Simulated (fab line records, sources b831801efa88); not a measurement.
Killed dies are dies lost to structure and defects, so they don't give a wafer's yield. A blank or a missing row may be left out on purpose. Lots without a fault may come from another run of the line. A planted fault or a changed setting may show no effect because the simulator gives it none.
Chamber matching | flow sky130 | SKY_VIA2_CMP_24 on cmp-02: 4 sister chambers
The step polishes, stops on SiO2, t overpolish 20 s, target thk 0 nm. 14 wafers are shown with their chamber, then 6 later ones without.

WAFERS WITH THEIR CHAMBER
wafer  | chamber | motor_current_A (A) | time_to_endpoint_s (s) | slurry_filter_dp_kPa (kPa)
L583.2 | 1       | 9.1                 | 100                    | 13.40
L583.3 | 3       | 9.7                 | 100                    | 13.24
L583.4 | 0       | 13.0                | 100                    | 13.52
L584.3 | 1       | 9.0                 | 99                     | 13.67
L584.5 | 0       | 12.5                | 94                     | 13.90
L584.6 | 3       | 9.3                 | 99                     | 13.77
L590.1 | 0       | 12.8                | 99                     | 13.35
L590.2 | 2       | 9.6                 | 88                     | 13.31
L591.1 | 3       | 10.2                | 89                     | 13.43
L591.3 | 2       | 9.2                 | 94                     | 13.56
L591.6 | 1       | 9.9                 | 95                     | 13.42
L601.3 | 0       | 12.3                | 96                     | 13.46
L601.5 | 0       | 12.5                | 95                     | 13.66
L601.6 | 3       | 9.9                 | 96                     | 13.33

SIGNATURES (means of the wafers above)
reading              | chamber 0 | chamber 1 | chamber 2 | chamber 3 | scatter within a chamber
motor_current_A      | 12.620    | 9.333     | 9.400     | 9.775     | 0.361
time_to_endpoint_s   | 96.80     | 98.00     | 91.00     | 96.00     | 3.64
slurry_filter_dp_kPa | 13.5780   | 13.4967   | 13.4350   | 13.4425   | 0.204
Rule: a wafer's distance from a chamber is the root of the sum, over the readings, of the square of ((its reading less the chamber's mean) divided by the reading's scatter). The wafer belongs to the nearest chamber; if the next one is less than 2 further off, it can't be placed. The scatter: the root of (the sum of the squares of (reading less its chamber's mean) over the shown wafers, divided by (wafers less chambers)).

WAFERS WITHOUT THEIR CHAMBER
wafer  | motor_current_A (A) | time_to_endpoint_s (s) | slurry_filter_dp_kPa (kPa)
L600.1 | 9.1                 | 95                     | 13.59
L600.3 | 12.9                | 94                     | 13.63
L600.5 | 12.8                | 91                     | 13.38
L604.1 | 12.8                | 95                     | 13.47
L604.4 | 10.0                | 99                     | 13.29
L604.5 | 9.8                 | 99                     | 13.64

WHICH CHAMBER EACH WENT THROUGH
wafer  | from the rows above          | in truth
L600.1 | can't be placed: 1 or 2 or 3 | 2
L600.3 | 0                            | 0
L600.5 | 0                            | 0
L604.1 | 0                            | 0
L604.4 | can't be placed: 3 or 1 or 2 | 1
L604.5 | can't be placed: 3 or 1 or 2 | 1
Placed correctly: 3 of 6. Can't be placed from these rows: 3 (the true chamber is among the candidates in 3). Placed wrongly: 0.
